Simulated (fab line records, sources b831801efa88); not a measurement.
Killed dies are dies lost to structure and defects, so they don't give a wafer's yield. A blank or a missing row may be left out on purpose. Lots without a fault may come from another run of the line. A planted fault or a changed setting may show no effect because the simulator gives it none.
A struck lot beside a sound one | flow gf180mcu | 14 steps out of a route of 602
Sound: wafers L156.3, L156.4, L156.6. Struck: wafers L160.1, L160.5, L160.6. The cause comes at the end.
At each step with rows: each side's tool, then ch and its chambers, then its first start. Under that, the readings that differ: sound wafers | struck wafers | difference of the means | sigmas: that difference in standard deviations of wafers without a fault.
alike: readings whose means differ by less than 2 such deviations, and words and numbers that are the same on both sides. not compared: withheld readings, readings that some wafer has no value for, bounds like >300 that may hide the same value, and numbers for which the record gives no deviation and whose values overlap.
The two part at a step that has a row with sigmas, a row that says differs or no value, or rows on one side only. Numbers that don't overlap but have no deviation are shown without sigmas and don't part them. A reading that every wafer of one side lacks parts them only if that side has two wafers or more.

GF_M3_SPUTTER_01: material TiN, target thk 30 nm, time 25 s.
  sound on pvd_sputter-02, day 24 02:32; struck on pvd_sputter-04, day 25 04:01
  alike: throttle_valve_pct
GF_M3_SPUTTER_02: material AlCu, target thk 450 nm, time 23.9 s.
  sound on pvd_sputter-02, day 24 02:34; struck on pvd_sputter-04, day 25 04:03
  alike: throttle_valve_pct
GF_M3_SPUTTER_03: material Ti, target thk 10 nm, time 6.7 s.
  sound on pvd_sputter-02, day 24 02:36; struck on pvd_sputter-04, day 25 04:05
  alike: throttle_valve_pct
GF_M3_SPUTTER_04: material TiN, target thk 50 nm, time 41.7 s.
  sound on pvd_sputter-02, day 24 02:37; struck on pvd_sputter-04, day 25 04:06
  alike: throttle_valve_pct
GF_M3_RS_MEAS_05: measures by four-point-probe.
  sound on film_metro-03, day 24 02:42; struck on film_metro-03, day 25 04:08
  alike: M3_ALCU_RS
GF_M3_THK_MEAS_06: measures by xrf.
  sound on film_metro-03, day 24 02:48; struck on film_metro-03, day 25 04:16
  alike: M3_ALCU_THK
then, 6 steps without rows for these wafers: GF_M3_DEHYDRATE_07 (time 60 s); GF_M3_HMDS_08 (prime time 60 s); GF_M3_COAT_09 (resist thk 1000 nm); GF_M3_SOFTBAKE_10 (time 60 s); GF_M3_EXPOSE_11 (exposes mask Metal3, target cd 280 nm); GF_M3_PEB_12 (peb time 90 s).
GF_M3_DEVELOP_13: develop time 60 s.
  sound on litho_track-04 ch 0, day 25 00:22; struck on litho_track-04, day 26 01:22
  no value came back on the struck wafers for chill_plate_temp_C (C), develop_time_s (s); on the sound wafers chill_plate_temp_C (C) reads 23.24 23.16 23.09
  reading                             | sound             | struck          | difference | sigmas
  model.KrF_of_M3_COAT_09.thk_nm (nm) | 984.6 984.5 984.7 | 1002 998.8 1001 | +16        |
GF_M3_CD_MEAS_14: target cd 280 nm.
  sound on cd_sem-02, day 25 00:30; struck on cd_sem-01, day 26 01:31
  reading    | sound             | struck | difference                    | sigmas
  cd_nm (nm) | 279.3 278.7 279.5 | - - -  | no value on the struck wafers |

WHERE THEY PART
First at GF_M3_DEVELOP_13; last, within this record, at GF_M3_CD_MEAS_14.

WHY: what the simulator had put in
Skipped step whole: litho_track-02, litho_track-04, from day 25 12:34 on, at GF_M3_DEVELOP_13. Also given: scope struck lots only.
